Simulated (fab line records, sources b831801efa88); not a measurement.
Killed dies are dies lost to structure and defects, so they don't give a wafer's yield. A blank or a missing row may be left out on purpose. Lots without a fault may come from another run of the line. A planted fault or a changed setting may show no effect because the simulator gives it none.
Chamber matching | flow gf180mcu | GF_V2_CVD_02 on pecvd-01: 3 sister chambers
The step deposits SiO2 from TEOS, target thk 850 nm, time 94.851 s. 6 wafers are shown with their chamber, then 7 later ones without.

WAFERS WITH THEIR CHAMBER
wafer  | chamber | heater_power_w (W)
L076.3 | 0       | 615
L076.4 | 2       | 490
L077.3 | 0       | 689
L077.5 | 2       | 465
L081.3 | 1       | 637
L081.4 | 1       | 667

WAFERS WITHOUT THEIR CHAMBER
wafer  | heater_power_w (W)
L081.5 | 594
L088.1 | 729
L088.3 | 556
L088.6 | 611
L091.3 | 639
L091.4 | 642
L091.5 | 518

WHICH CHAMBER EACH WENT THROUGH
wafer  | from the rows above          | in truth
L081.5 | can't be placed: 0 or 1 or 2 | 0
L088.1 | can't be placed: 0 or 1      | 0
L088.3 | can't be placed: 2 or 0 or 1 | 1
L088.6 | can't be placed: 0 or 1      | 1
L091.3 | can't be placed: 0 or 1      | 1
L091.4 | can't be placed: 0 or 1      | 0
L091.5 | 2                            | 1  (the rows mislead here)
Placed correctly: 0 of 7. Can't be placed from these rows: 6 (the true chamber is among the candidates in 6). Placed wrongly: 1.
How it was worked out, from the rows above alone: a wafer's distance from a chamber is the root of the sum, over the readings, of the square of ((its reading less the chamber's mean) divided by the reading's scatter). The wafer belongs to the nearest chamber; if the next one is less than 2 further off, it can't be placed. A chamber's mean is the mean of its shown wafers. The scatter: the root of (the sum of the squares of (reading less its chamber's mean) over the shown wafers, divided by (wafers less chambers)).
